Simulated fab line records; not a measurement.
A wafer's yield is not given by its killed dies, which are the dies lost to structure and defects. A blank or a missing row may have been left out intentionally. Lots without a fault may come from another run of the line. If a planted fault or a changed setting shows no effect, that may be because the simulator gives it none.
fab line records	flow sky130
record: lots: 11	wafers: 33	last_day: 50
route steps=708 shown POLY_CUT@319 SD_N@354 LI_CONTACT@364 PAD_OPEN@708
lots with no fault: from the same line, run without faults
start_h: start of the lot's first displayed wafer, in hours after the record's first day	wait_h: time in hours since the lot's previous step	" same as the row above	L1.1+2: several wafers, shown together as one row	- no value, or no start was given	* or withheld: withheld	< > ~ a bound
route shown NAME@n: NAME is a module with steps in the file, n the number in the route of the first one	usual: average and standard deviation across the fault-free wafers	same: alike in all rows	chamber/n: place in a boat	sites: each site's reading	_std_site: standard deviation of those values	_edge_site: inner sites' mean taken away from outer sites' mean	radius_mm: how far each site lies from the wafer's centre	mask NAME#n: copy n	behind: the last tool/chamber to shape the wafer	hold: why the lot was held/for how many hours/how that ended	device: whichever transistor did not switch (one of n, p or np)	end of line: the same wafers' tests at the end of the route	a step given without rows: its recipe and nothing more	killed: dies lost to structure and defects at the first sort, not the wafer's yield	map: shows each die of a wafer: x if killed, . if not, _ if none is there
set.NAME: the setting as run; set.NAME@STEP: as run at that earlier step	model.NAME: the simulator's own value behind a step, which no gauge read
one table for each step of the route and one row for each wafer, over a sample of lots
services: from which hour (start_h, from the record's first day; less than 0 if before it) a tool's chamber was out of use, for how many hours, and why
== steps ==
step: SKY_POLY_CUT_STRIP_12
recipe: chemistry: O2/N2	power_w: 1400	pressure_mtorr: 1500	platen_temp_c: withheld	o2_flow_sccm: 3000	n2_flow_sccm: 300	overash_fraction: 0.5
usual: drypump_motor_current_A: 6.0/0.54	oes_product_au: 0.452/0.0046	strip_time_to_endpoint_s: 5.350/0.015
lot.wafer	tool	chamber	start_h	wait_h	drypump_motor_current_A	oes_product_au	rf_hours_counter_h	strip_time_to_endpoint_s
L326.3	plasma_asher-03	0	556.99	0.1	6.7	0.454	-	5.350
L326.5	"	1	"	"	5.4	0.452	-	5.367
L326.6	"	0	"	"	6.6	0.447	-	5.361
L327.2	plasma_asher-01	0	560.96	0.0	5.8	0.453	89	5.314
L327.4	"	0	"	"	5.8	0.452	-	5.335
L327.6	"	0	"	"	5.8	0.455	-	5.330
L328.1	plasma_asher-03	0	574.02	0.0	6.7	0.456	74	5.342
L328.4	"	1	"	"	5.5	0.455	-	5.339
L328.5	"	0	"	"	6.7	0.454	-	5.354
L333.3	plasma_asher-04	0	617.49	0.1	6.5	0.451	-	5.343
L333.4	"	1	"	"	5.3	0.455	-	5.364
L333.6	"	1	"	"	5.3	0.450	-	5.346
L334.1	plasma_asher-01	1	630.91	0.0	6.5	0.449	96	5.338
L334.2	"	0	"	"	5.8	0.451	96	5.364
L334.4	"	1	"	"	6.5	0.452	-	5.355
L335.1	plasma_asher-04	1	642.86	0.0	5.4	0.453	52	5.335
L335.2	"	0	"	"	6.5	0.448	52	5.343
L335.4	"	0	"	"	6.5	0.456	-	5.367
L336.1	plasma_asher-01	0	644.96	0.0	5.8	0.442	97	5.325
L336.4	"	0	"	"	5.8	0.451	-	5.328
L336.5	"	1	"	"	6.5	0.451	-	5.350
L345.3	plasma_asher-03	0	754.04	0.1	6.7	0.449	-	5.350
L345.4	"	1	"	"	5.5	0.444	-	5.329
L345.6	"	1	"	"	5.5	0.456	-	5.332
L348.1	plasma_asher-04	0	754.36	0.0	6.5	0.452	63	5.341
L348.2	"	1	"	"	5.4	0.451	63	5.363
L348.4	"	0	"	"	6.5	0.457	-	5.351
L346.1	plasma_asher-04	1	755.37	0.0	5.3	0.455	63	5.334
L346.3	"	1	"	"	5.3	0.454	-	5.336
L346.6	"	1	"	"	5.3	0.448	-	5.347
L347.2	plasma_asher-04	1	761.97	0.0	5.4	0.448	64	5.351
L347.3	"	1	"	"	5.4	0.460	-	5.347
L347.4	"	0	"	"	6.5	0.456	-	5.377
step: SKY_SD_N_TW_MEAS_12
usual: SD_N_TW: 3969/28
lot.wafer	tool	chamber	start_h	wait_h	SD_N_TW
L326.3	film_metro-03	-	646.18	0.1	3965
L326.5	"	-	"	"	3952
L326.6	"	-	"	"	3943
L327.2	film_metro-04	-	648.97	0.1	4013
L327.4	"	-	"	"	4004
L327.6	"	-	"	"	4023
L328.1	film_metro-02	-	662.06	0.1	3938
L328.4	"	-	"	"	3933
L328.5	"	-	"	"	3942
L333.3	film_metro-03	-	704.61	0.1	3952
L333.4	"	-	"	"	3974
L333.6	"	-	"	"	3954
L334.1	film_metro-02	-	716.79	0.1	3932
L334.2	"	-	"	"	3927
L334.4	"	-	"	"	3921
L335.1	film_metro-02	-	727.89	0.1	3968
L335.2	"	-	"	"	3954
L335.4	"	-	"	"	3972
L336.1	film_metro-03	-	729.34	0.1	3987
L336.4	"	-	"	"	3991
L336.5	"	-	"	"	3987
L345.3	film_metro-02	-	834.66	0.1	3964
L345.4	"	-	"	"	3973
L345.6	"	-	"	"	3968
L348.1	film_metro-03	-	834.94	0.1	3988
L348.2	"	-	"	"	3975
L348.4	"	-	"	"	3955
L346.1	film_metro-02	-	835.44	0.1	3942
L346.3	"	-	"	"	3953
L346.6	"	-	"	"	3916
L347.2	film_metro-04	-	841.67	0.1	3991
L347.3	"	-	"	"	3997
L347.4	"	-	"	"	3984
step: SKY_LI_CONTACT_CMP_02
recipe: material: PSG	down_force_psi: 4	platen_rpm: 60	pad_velocity_m_s: 0.94248
usual: edge_zone_pressure_frac: 1.000/0.0045	head_pressure_psi: 4.001/0.0083	motor_current_A: 12.2/0.84	time_to_endpoint_s: 35/3.1
lot.wafer	tool	chamber	start_h	wait_h	edge_zone_pressure_frac	head_pressure_psi	motor_current_A	time_to_endpoint_s
L326.3	cmp-01	3	646.99	0.0	0.997	3.993	11.7	38
L326.5	"	3	"	"	1.003	4.004	12.5	36
L326.6	"	0	"	"	0.997	4.011	12.2	37
L327.2	cmp-01	1	649.98	0.2	0.992	4.012	12.5	37
L327.4	"	2	"	"	1.006	4.017	12.1	32
L327.6	"	1	"	"	0.995	4.016	12.4	37
L328.4	cmp-01	2	662.88	0.0	1.004	3.996	12.0	34
L328.1	"	0	"	"	0.994	4.011	12.2	38
L328.5	"	2	"	"	1.000	3.992	11.8	33
L333.3	cmp-01	3	705.47	0.1	1.003	4.000	12.3	38
L333.4	"	0	"	"	0.997	4.006	12.4	42
L333.6	"	2	"	"	1.003	4.000	12.5	38
L334.4	cmp-01	2	717.68	0.1	1.001	4.000	12.1	35
L334.2	"	3	"	"	0.997	4.010	12.9	37
L334.1	"	0	"	"	0.999	4.004	12.3	39
L335.2	cmp-02	0	728.77	0.1	-	-	-	-
L335.4	"	1	"	"	-	-	-	-
L335.1	"	2	"	"	-	-	-	-
L336.4	cmp-01	2	730.27	0.1	-	-	-	-
L336.1	"	3	"	"	-	-	-	-
L336.5	"	1	"	"	-	-	-	-
L345.4	cmp-02	1	835.47	0.0	1.000	4.023	14.1	32
L345.3	"	3	"	"	0.999	3.983	10.8	31
L345.6	"	2	"	"	1.004	3.999	10.9	29
L348.2	cmp-01	1	835.77	0.0	1.000	3.982	12.3	35
L348.1	"	2	"	"	0.995	3.997	12.5	32
L348.4	"	0	"	"	0.995	3.996	12.4	31
L346.1	cmp-02	0	836.32	0.1	0.991	4.004	12.3	34
L346.3	"	2	"	"	0.998	3.997	11.3	29
L346.6	"	0	"	"	0.997	3.987	12.5	32
L347.2	cmp-01	3	842.59	0.1	1.005	4.006	12.2	32
L347.4	"	0	"	"	0.997	4.004	12.2	34
L347.3	"	1	"	"	0.997	4.004	12.4	33
step: SKY_LI_CONTACT_BOW_MEAS_03
recipe: mode: bow
usual: LI_CONTACT_BOW: 56/6.5
lot.wafer	tool	chamber	start_h	wait_h	LI_CONTACT_BOW[um]
L326.3	film_metro-02	-	647.33	0.3	57
L326.5	"	-	"	"	63
L326.6	"	-	"	"	52
L327.2	film_metro-02	-	650.25	0.2	56
L327.4	"	-	"	"	53
L327.6	"	-	"	"	52
L328.1	film_metro-04	-	663.18	0.1	51
L328.4	"	-	"	"	63
L328.5	"	-	"	"	55
L333.3	film_metro-04	-	705.76	0.2	59
L333.4	"	-	"	"	58
L333.6	"	-	"	"	69
L334.1	film_metro-03	-	717.93	0.1	55
L334.2	"	-	"	"	43
L334.4	"	-	"	"	52
L335.1	film_metro-02	-	729.02	0.1	85
L335.2	"	-	"	"	88
L335.4	"	-	"	"	78
L336.1	film_metro-04	-	730.47	0.1	74
L336.4	"	-	"	"	65
L336.5	"	-	"	"	83
L345.3	film_metro-02	-	835.81	0.2	60
L345.4	"	-	"	"	65
L345.6	"	-	"	"	66
L348.1	film_metro-02	-	836.07	0.2	53
L348.2	"	-	"	"	64
L348.4	"	-	"	"	62
L346.1	film_metro-02	-	836.57	0.2	65
L346.3	"	-	"	"	67
L346.6	"	-	"	"	45
L347.2	film_metro-04	-	842.86	0.2	42
L347.3	"	-	"	"	52
L347.4	"	-	"	"	54
step: SKY_LI_CONTACT_ETCH_14
recipe: chemistry: N2/H2	target: BARC	ion_energy_ev: 200	source_w: 500	bias_w: 100	pressure_mtorr: 30	n2_flow_sccm: 100	h2_flow_sccm: 200	stop_on: SiO2	time_s: 45.9	target_depth_a: 600
usual: bias_w: 100.0/0.33	drypump_motor_current_A: 5.8/0.37	oes_product_au: 0.855/0.0049	throttle_valve_pct: 13.225/0.0089
lot.wafer	tool	chamber	start_h	wait_h	bias_w	drypump_motor_current_A	oes_product_au	rf_hours_counter_h	throttle_valve_pct
L326.3	rie_diel-03	0	676.39	0.0	100.3	5.7	0.863	4	13.219
L326.5	"	2	"	"	100.0	5.8	0.852	-	13.210
L326.6	"	3	"	"	99.7	5.8	0.855	-	13.225
L327.2	rie_diel-01	0	679.04	0.0	100.4	6.4	0.859	6	13.216
L327.4	"	1	"	"	100.1	5.7	0.859	10	13.221
L327.6	"	1	"	"	100.8	5.7	0.845	-	13.244
L328.1	rie_diel-01	2	692.84	0.0	100.0	5.7	0.853	13	13.219
L328.4	"	1	"	"	100.8	5.7	0.857	10	13.231
L328.5	"	0	"	"	99.9	6.3	0.863	-	13.219
L333.3	rie_diel-01	0	732.98	0.0	100.1	6.3	0.858	7	13.216
L333.4	"	2	"	"	99.9	5.6	0.860	13	13.215
L333.6	"	1	"	"	99.7	5.7	0.860	-	13.215
L334.1	rie_diel-02	2	745.78	0.0	100.6	5.7	0.852	11	13.226
L334.2	"	0	"	"	100.0	5.5	0.854	20	13.236
L334.4	"	3	"	"	100.4	5.0	0.853	16	13.232
L335.1	rie_diel-03	2	756.14	0.0	99.3	5.7	0.858	14	13.218
L335.2	"	0	"	"	100.1	5.7	0.856	6	13.214
L335.4	"	3	"	"	99.4	5.8	0.848	5	13.230
L336.1	rie_diel-03	1	757.34	0.0	99.8	6.4	0.849	10	13.243
L336.4	"	3	"	"	99.8	5.8	0.853	5	13.237
L336.5	"	1	"	"	99.9	6.4	0.854	-	13.230
L345.3	rie_diel-01	0	862.08	0.0	99.7	6.3	0.859	9	13.231
L345.4	"	3	"	"	99.5	5.7	0.855	2	13.241
L345.6	"	1	"	"	100.1	5.7	0.853	-	13.248
L348.1	rie_diel-03	2	862.69	0.0	100.0	5.7	0.845	17	13.227
L348.2	"	3	"	"	100.0	5.8	0.846	9	13.233
L348.4	"	1	"	"	100.4	6.4	0.851	13	13.227
L346.1	rie_diel-01	1	863.23	0.0	99.9	5.7	0.857	14	13.223
L346.3	"	2	"	"	100.1	5.6	0.858	16	13.223
L346.6	"	3	"	"	100.5	5.6	0.861	-	13.224
L347.2	rie_diel-02	2	869.58	0.0	100.3	5.8	0.859	15	13.231
L347.3	"	3	"	"	100.3	5.0	0.852	18	13.213
L347.4	"	1	"	"	100.2	6.3	0.854	-	13.216
step: SKY_LI_CONTACT_ETCH_15
recipe: target: PSG	chemistry: C4F8/O2/Ar	stop_on: Si	taper_deg: 4.15	mask_material: KrF-thick	source_w: 1500	bias_w: 1200	pressure_mtorr: 40	c4f8_flow_sccm: withheld	O2_flow_sccm: 6	Ar_flow_sccm: 300	time_s: withheld	target_depth_a: 6000
usual: bias_w: 1200/3.9	oes_product_au: 0.837/0.005
lot.wafer	tool	chamber	start_h	wait_h	bias_w	oes_product_au
L326.3	rie_diel-03	0	676.43	0.0	1202	0.834
L326.5	"	2	"	"	1197	0.835
L326.6	"	3	"	"	1202	0.837
L327.2	rie_diel-01	0	679.08	0.0	1204	0.840
L327.4	"	1	"	"	1201	0.838
L327.6	"	1	"	"	1203	0.841
L328.1	rie_diel-01	2	692.88	0.0	1202	0.840
L328.4	"	1	"	"	1194	0.841
L328.5	"	0	"	"	1202	0.833
L333.3	rie_diel-01	0	733.02	0.0	1195	0.842
L333.4	"	2	"	"	1199	0.839
L333.6	"	1	"	"	1199	0.838
L334.1	rie_diel-02	2	745.82	0.0	1201	0.839
L334.2	"	0	"	"	1202	0.839
L334.4	"	3	"	"	1196	0.831
L335.1	rie_diel-03	2	756.18	0.0	1201	1.626
L335.2	"	0	"	"	1196	1.646
L335.4	"	3	"	"	1196	1.604
L336.1	rie_diel-03	1	757.38	0.0	1197	1.631
L336.4	"	3	"	"	1204	1.594
L336.5	"	1	"	"	1194	1.621
L345.3	rie_diel-01	0	862.12	0.0	1204	0.830
L345.4	"	3	"	"	1202	0.833
L345.6	"	1	"	"	1200	0.826
L348.1	rie_diel-03	2	862.73	0.0	1199	0.834
L348.2	"	3	"	"	1196	0.836
L348.4	"	1	"	"	1199	0.838
L346.1	rie_diel-01	1	863.27	0.0	1200	0.842
L346.3	"	2	"	"	1195	0.840
L346.6	"	3	"	"	1204	0.833
L347.2	rie_diel-02	2	869.62	0.0	1198	0.835
L347.3	"	3	"	"	1205	0.826
L347.4	"	1	"	"	1200	0.834
step: SKY_PAD_OPEN_PROBE_99
usual: killed_at_M0_to_M3: 43/6.8	killed_at_M4_up: 3.2/1.9	killed_at_contacts: 24/5	killed_at_front_end: 16/4.9	killed_at_other: 0.4/0.76	killed_dies: 87/10	killed_on_rim: 17/3.9	killed_open: 47/7.3	killed_short: 39/6.2
same: gross_dies: 492	killed_at_back_side: 0
lot.wafer	tool	chamber	start_h	wait_h	killed_at_M0_to_M3	killed_at_M4_up	killed_at_contacts	killed_at_front_end	killed_at_other	killed_dies	killed_on_rim	killed_open	killed_short
L326.3	prober-01	-	1074.42	0.2	46	2	18	11	0	77	12	46	31
L326.5	prober-01	-	1074.52	0.2	50	7	25	19	1	102	20	49	53
L326.6	prober-01	-	1074.57	0.2	38	2	28	16	0	84	17	52	32
L327.2	prober-02	-	1077.75	0.1	44	1	27	16	0	88	12	50	38
L327.4	prober-02	-	1077.85	0.2	45	5	18	19	0	87	24	44	43
L327.6	prober-02	-	1077.95	0.2	43	0	23	18	1	85	15	44	41
L328.1	prober-01	-	1087.61	0.1	45	4	31	14	0	94	16	57	36
L328.4	prober-01	-	1087.76	0.2	36	3	22	14	0	75	13	41	33
L328.5	prober-01	-	1087.81	0.2	47	1	22	5	0	75	18	47	28
L333.3	prober-02	-	1115.70	0.2	41	3	27	20	0	91	21	43	48
L333.4	prober-02	-	1115.75	0.2	42	2	28	19	1	92	16	56	36
L333.6	prober-02	-	1115.85	0.2	47	4	25	17	0	93	20	48	45
L334.1	prober-01	-	1126.85	0.1	35	5	27	16	0	83	20	47	36
L334.2	prober-01	-	1126.90	0.1	42	1	28	19	0	90	15	47	43
L334.4	prober-01	-	1127.00	0.2	34	3	26	11	0	74	13	34	40
L335.1	prober-02	-	1134.33	0.1	58	3	415	16	0	492	96	48	54
L335.2	prober-02	-	1134.38	0.1	38	2	434	18	0	492	96	40	44
L335.4	prober-02	-	1134.48	0.2	55	1	419	17	0	492	96	54	43
L336.1	prober-01	-	1135.59	0.1	45	2	425	20	0	492	96	42	44
L336.4	prober-01	-	1135.74	0.2	49	2	416	25	0	492	96	60	40
L336.5	prober-01	-	1135.79	0.2	43	4	434	10	1	492	96	48	32
L345.3	prober-01	-	1201.06	0.2	42	4	24	14	0	84	14	57	27
L345.4	prober-01	-	1201.11	0.2	34	1	19	21	0	75	18	35	40
L345.6	prober-01	-	1201.21	0.2	22	3	25	9	0	59	8	36	23
L348.1	prober-02	-	1201.81	0.1	48	1	31	18	0	98	19	52	46
L348.2	prober-02	-	1201.86	0.1	36	1	26	14	1	78	12	44	34
L348.4	prober-02	-	1201.96	0.2	40	3	23	15	1	82	11	43	39
L346.1	prober-01	-	1203.69	0.1	44	2	23	9	0	78	11	43	35
L346.3	prober-01	-	1203.79	0.2	38	2	25	12	0	77	13	32	45
L346.6	prober-01	-	1203.94	0.2	37	4	18	12	0	71	17	37	34
L347.2	prober-01	-	1208.80	0.1	42	5	25	16	1	89	17	55	33
L347.3	prober-01	-	1208.85	0.2	54	1	26	13	0	94	20	51	43
L347.4	prober-01	-	1208.90	0.2	40	4	22	12	0	78	17	41	37
killed by level:class
L326.3 VIA1:geometric_particle:open=9 VIA2:geometric_particle:open=9 POLY_GATE:geometric_particle:open=6 METAL2:geometric_particle:short=6 LI_CONTACT:geometric_particle:open=5 CONTACT:geometric_particle:open=5 VIA3:geometric_particle:open=5 LOCAL_INTERCONNECT:geometric_particle:short=4
L326.5 CONTACT:geometric_particle:open=9 VIA1:geometric_particle:open=9 METAL2:geometric_particle:short=8 POLY_GATE:geometric_particle:open=7 VIA1:geometric_particle:short=7 LI_CONTACT:geometric_particle:open=6 CONTACT:geometric_particle:short=6 METAL1:geometric_particle:short=6
L326.6 CONTACT:geometric_particle:open=18 VIA1:geometric_particle:open=11 FIELD_ISO:geometric_particle:open=7 METAL1:geometric_particle:short=5 CONTACT:geometric_particle:short=4 METAL2:geometric_particle:short=4 VIA2:geometric_particle:open=4 POLY_GATE:geometric_particle:open=3
L327.2 LI_CONTACT:geometric_particle:open=11 VIA1:geometric_particle:open=9 VIA2:geometric_particle:open=9 POLY_GATE:geometric_particle:open=5 LI_CONTACT:geometric_particle:short=5 LOCAL_INTERCONNECT:geometric_particle:short=5 METAL2:geometric_particle:short=5 VIA1:geometric_particle:short=5
L327.4 VIA1:geometric_particle:open=12 CONTACT:geometric_particle:open=7 VIA1:geometric_particle:short=7 VIA3:geometric_particle:open=7 METAL1:geometric_particle:short=6 POLY_GATE:geometric_particle:open=5 LI_CONTACT:geometric_particle:open=5 FIELD_ISO:geometric_particle:short=4
L327.6 VIA1:geometric_particle:open=15 POLY_GATE:geometric_particle:short=12 CONTACT:geometric_particle:open=11 LI_CONTACT:geometric_particle:open=5 VIA1:geometric_particle:short=5 VIA2:geometric_particle:open=4 METAL1:geometric_particle:short=4 METAL2:geometric_particle:short=4
L328.1 LI_CONTACT:geometric_particle:open=13 CONTACT:geometric_particle:open=12 VIA1:geometric_particle:open=11 METAL1:geometric_particle:short=8 VIA1:geometric_particle:short=6 METAL2:geometric_particle:short=6 VIA2:geometric_particle:open=5 VIA3:geometric_particle:open=5
L328.4 VIA1:geometric_particle:open=15 LI_CONTACT:geometric_particle:open=7 VIA1:geometric_particle:short=6 POLY_GATE:geometric_particle:open=5 CONTACT:geometric_particle:short=5 VIA2:geometric_particle:open=5 CONTACT:geometric_particle:open=4 FIELD_ISO:geometric_particle:short=3
L328.5 VIA1:geometric_particle:open=12 VIA2:geometric_particle:open=11 CONTACT:geometric_particle:open=8 LI_CONTACT:geometric_particle:open=5 VIA2:geometric_particle:short=5 CONTACT:geometric_particle:short=4 METAL1:geometric_particle:short=4 VIA1:geometric_particle:short=4
L333.3 METAL3:geometric_particle:short=8 VIA2:geometric_particle:open=7 LI_CONTACT:geometric_particle:open=7 CONTACT:geometric_particle:open=7 VIA1:geometric_particle:open=7 POLY_GATE:geometric_particle:open=5 POLY_GATE:geometric_particle:short=5 LOCAL_INTERCONNECT:geometric_particle:short=5
L333.4 CONTACT:geometric_particle:open=12 VIA1:geometric_particle:open=9 POLY_GATE:geometric_particle:open=8 VIA3:geometric_particle:open=7 LI_CONTACT:geometric_particle:open=6 METAL1:geometric_particle:short=6 VIA2:geometric_particle:open=6 METAL3:geometric_particle:short=5
L333.6 CONTACT:geometric_particle:open=11 VIA1:geometric_particle:open=10 VIA2:geometric_particle:open=9 VIA3:geometric_particle:open=8 FIELD_ISO:geometric_particle:short=5 CONTACT:geometric_particle:short=5 POLY_GATE:geometric_particle:short=4 VIA3:geometric_particle:short=4
L334.1 LI_CONTACT:geometric_particle:open=9 VIA1:geometric_particle:open=9 CONTACT:geometric_particle:open=7 POLY_GATE:geometric_particle:short=5 METAL2:geometric_particle:short=5 VIA2:geometric_particle:open=5 VIA3:geometric_particle:open=5 FIELD_ISO:geometric_particle:open=4
L334.2 VIA1:geometric_particle:open=15 CONTACT:geometric_particle:open=8 LI_CONTACT:geometric_particle:open=7 METAL2:geometric_particle:short=6 METAL1:geometric_particle:short=6 POLY_GATE:geometric_particle:short=5 POLY_GATE:geometric_particle:open=4 CONTACT:geometric_particle:short=4
L334.4 LOCAL_INTERCONNECT:geometric_particle:short=8 CONTACT:geometric_particle:open=8 VIA2:geometric_particle:open=6 VIA1:geometric_particle:open=5 VIA3:geometric_particle:open=5 FIELD_ISO:geometric_particle:short=4 LI_CONTACT:geometric_particle:open=4 METAL2:geometric_particle:short=4
L335.1 LI_CONTACT:area_cmp=205 LI_CONTACT:area_etch=185 METAL1:geometric_particle:short=12 VIA1:geometric_particle:open=9 LI_CONTACT:geometric_particle:open=8 VIA2:geometric_particle:open=8 VIA2:geometric_particle:short=6 CONTACT:geometric_particle:open=6
L335.2 LI_CONTACT:area_cmp=207 LI_CONTACT:area_etch=201 VIA1:geometric_particle:open=9 LOCAL_INTERCONNECT:geometric_particle:short=8 CONTACT:geometric_particle:open=8 METAL1:geometric_particle:short=8 POLY_GATE:geometric_particle:short=6 LI_CONTACT:geometric_particle:open=5
L335.4 LI_CONTACT:area_cmp=215 LI_CONTACT:area_etch=180 VIA1:geometric_particle:open=18 CONTACT:geometric_particle:open=9 CONTACT:geometric_particle:short=7 VIA3:geometric_particle:short=7 LI_CONTACT:geometric_particle:open=5 POLY_GATE:geometric_particle:short=4
L336.1 LI_CONTACT:area_cmp=213 LI_CONTACT:area_etch=193 FIELD_ISO:geometric_particle:short=10 VIA2:geometric_particle:open=9 CONTACT:geometric_particle:open=8 VIA1:geometric_particle:open=8 METAL2:geometric_particle:short=7 VIA3:geometric_particle:open=6
L336.4 LI_CONTACT:area_cmp=300 LI_CONTACT:area_etch=92 CONTACT:geometric_particle:open=12 VIA3:geometric_particle:open=10 FIELD_ISO:geometric_particle:open=7 METAL3:geometric_particle:short=7 METAL2:geometric_particle:open=6 VIA2:geometric_particle:open=6
L336.5 LI_CONTACT:area_cmp=395 LI_CONTACT:area_etch=17 CONTACT:geometric_particle:open=12 VIA2:geometric_particle:open=9 METAL2:geometric_particle:short=8 VIA3:geometric_particle:open=7 VIA1:geometric_particle:open=6 FIELD_ISO:geometric_particle:short=5
L345.3 VIA1:geometric_particle:open=10 CONTACT:geometric_particle:open=10 FIELD_ISO:geometric_particle:open=8 VIA2:geometric_particle:open=8 LI_CONTACT:geometric_particle:open=6 VIA3:geometric_particle:open=5 METAL1:geometric_particle:open=4 VIA3:geometric_particle:short=4
L345.4 FIELD_ISO:geometric_particle:short=7 CONTACT:geometric_particle:open=7 FIELD_ISO:geometric_particle:open=6 VIA1:geometric_particle:open=6 METAL2:geometric_particle:short=6 VIA3:geometric_particle:open=5 POLY_GATE:geometric_particle:short=4 LOCAL_INTERCONNECT:geometric_particle:short=4
L345.6 CONTACT:geometric_particle:open=13 VIA1:geometric_particle:open=6 LI_CONTACT:geometric_particle:open=5 LOCAL_INTERCONNECT:geometric_particle:short=4 FIELD_ISO:geometric_particle:short=3 CONTACT:geometric_particle:short=3 VIA3:geometric_particle:open=3 VIA2:geometric_particle:open=3
L348.1 VIA1:geometric_particle:open=12 CONTACT:geometric_particle:open=11 CONTACT:geometric_particle:short=9 VIA1:geometric_particle:short=8 LI_CONTACT:geometric_particle:open=7 VIA3:geometric_particle:open=7 POLY_GATE:geometric_particle:short=6 VIA2:geometric_particle:open=5
L348.2 CONTACT:geometric_particle:open=11 LI_CONTACT:geometric_particle:open=9 VIA1:geometric_particle:open=7 METAL3:geometric_particle:short=7 METAL1:geometric_particle:short=6 FIELD_ISO:geometric_particle:open=4 FIELD_ISO:geometric_particle:short=4 VIA2:geometric_particle:open=4
L348.4 LI_CONTACT:geometric_particle:open=11 VIA1:geometric_particle:open=9 POLY_GATE:geometric_particle:short=6 CONTACT:geometric_particle:open=6 VIA2:geometric_particle:open=6 METAL2:geometric_particle:short=5 METAL3:geometric_particle:short=5 METAL1:geometric_particle:short=4
L346.1 VIA1:geometric_particle:open=9 VIA3:geometric_particle:open=8 LI_CONTACT:geometric_particle:open=7 LOCAL_INTERCONNECT:geometric_particle:short=6 CONTACT:geometric_particle:open=5 METAL1:geometric_particle:short=5 METAL3:geometric_particle:short=5 FIELD_ISO:geometric_particle:open=4
L346.3 METAL1:geometric_particle:short=10 CONTACT:geometric_particle:open=9 LI_CONTACT:geometric_particle:open=7 FIELD_ISO:geometric_particle:short=6 VIA1:geometric_particle:short=6 VIA1:geometric_particle:open=5 METAL2:geometric_particle:short=5 POLY_GATE:geometric_particle:short=4
L346.6 VIA1:geometric_particle:open=8 CONTACT:geometric_particle:open=6 FIELD_ISO:geometric_particle:open=5 LOCAL_INTERCONNECT:geometric_particle:short=5 VIA1:geometric_particle:short=5 METAL2:geometric_particle:short=5 POLY_GATE:geometric_particle:open=4 CONTACT:geometric_particle:short=4
L347.2 VIA1:geometric_particle:open=15 CONTACT:geometric_particle:short=10 CONTACT:geometric_particle:open=7 VIA3:geometric_particle:open=7 FIELD_ISO:geometric_particle:open=6 POLY_GATE:geometric_particle:open=5 VIA2:geometric_particle:open=5 LI_CONTACT:geometric_particle:open=4
L347.3 CONTACT:geometric_particle:open=16 VIA1:geometric_particle:open=9 METAL1:geometric_particle:short=8 VIA3:geometric_particle:open=8 VIA1:geometric_particle:short=7 METAL2:geometric_particle:short=6 VIA3:geometric_particle:short=5 METAL3:geometric_particle:short=4
L347.4 VIA3:geometric_particle:open=8 LI_CONTACT:geometric_particle:open=6 CONTACT:geometric_particle:open=6 VIA1:geometric_particle:open=6 CONTACT:geometric_particle:short=4 METAL1:geometric_particle:short=4 METAL2:geometric_particle:short=4 VIA2:geometric_particle:short=4
== services ==
tool	chamber	start_h	hours	kind
rie_diel-01	3	533.83	6.7	repair
rie_diel-02	1	541.07	3.3	repair
rie_diel-02	-	552.89	15.6	pm
rie_diel-02	0	571.97	3.5	repair
cmp-01	-	572.16	4.0	pm
rie_diel-03	-	572.30	7.5	repair
rie_diel-01	3	579.04	7.0	repair
rie_diel-03	-	597.00	2.8	pm
rie_diel-01	-	602.22	0.1	repair
rie_diel-03	0	604.25	2.2	repair
rie_diel-02	-	614.11	0.9	repair
cmp-01	-	614.48	3.9	pm
rie_diel-03	0	623.64	8.5	repair
rie_diel-03	-	683.91	0.3	repair
rie_diel-01	-	726.57	1.0	repair
rie_diel-01	0	736.85	9.9	repair
rie_diel-01	2	742.44	2.6	repair
cmp-01	-	745.24	2.0	repair
rie_diel-01	-	777.95	1.2	repair
rie_diel-01	0	801.21	7.3	repair
plasma_asher-04	-	822.83	26.3	repair
rie_diel-03	0	828.18	4.8	repair
plasma_asher-04	-	830.65	1.9	repair
plasma_asher-04	-	849.17	2.8	pm
== key ==
first_sign: step: SKY_LI_CONTACT_CMP_02	reading: tool_record	direction: missing
effect: step: SKY_LI_CONTACT_BOW_MEAS_03	reading: LI_CONTACT_BOW	direction: up	sigmas: 3.5	usual: 56	struck: 79
effect: step: SKY_LI_CONTACT_ETCH_15	reading: oes_product_au	direction: up	sigmas: 99+	usual: 0.837	struck: 1.620
effect: step: SKY_PAD_OPEN_PROBE_99	reading: killed_at_contacts	direction: up	sigmas: 80	usual: 24	struck: 424
more_kills_born_at: SKY_LI_CONTACT_CMP_02@cmp-01: 905	SKY_LI_CONTACT_ETCH_15@rie_diel-03: 868	SKY_LI_CONTACT_CMP_02@cmp-02: 617
met_at SKY_LI_CONTACT_CMP_02
struck_lots L335,L336
later_rows_left_out L335.1,L335.2,L335.4,L336.1,L336.4,L336.5
tester_left_out L335,L336
not_acting_at SKY_POLY_CUT_STRIP_12,SKY_SD_N_TW_MEAS_12,SKY_LI_CONTACT_ETCH_14
onset_between 717.68 728.77
fault: kind: skipped_step_whole	tool: cmp-01,cmp-02	chamber: -	onset_h: 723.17	steps: SKY_LI_CONTACT_CMP_02	scope: struck_lots_only
tester_left_out: of these lots the tester's yield and bins aren't shown, on N5 and GAA mostly nor the transistor test; their killed dies are dies lost to structure and defects alone, not to doping, threshold or leakage, so they don't give the yield
later_rows_left_out: the simulator's readings of these wafers behind a module that went badly wrong aren't trusted and aren't shown, but for the sort
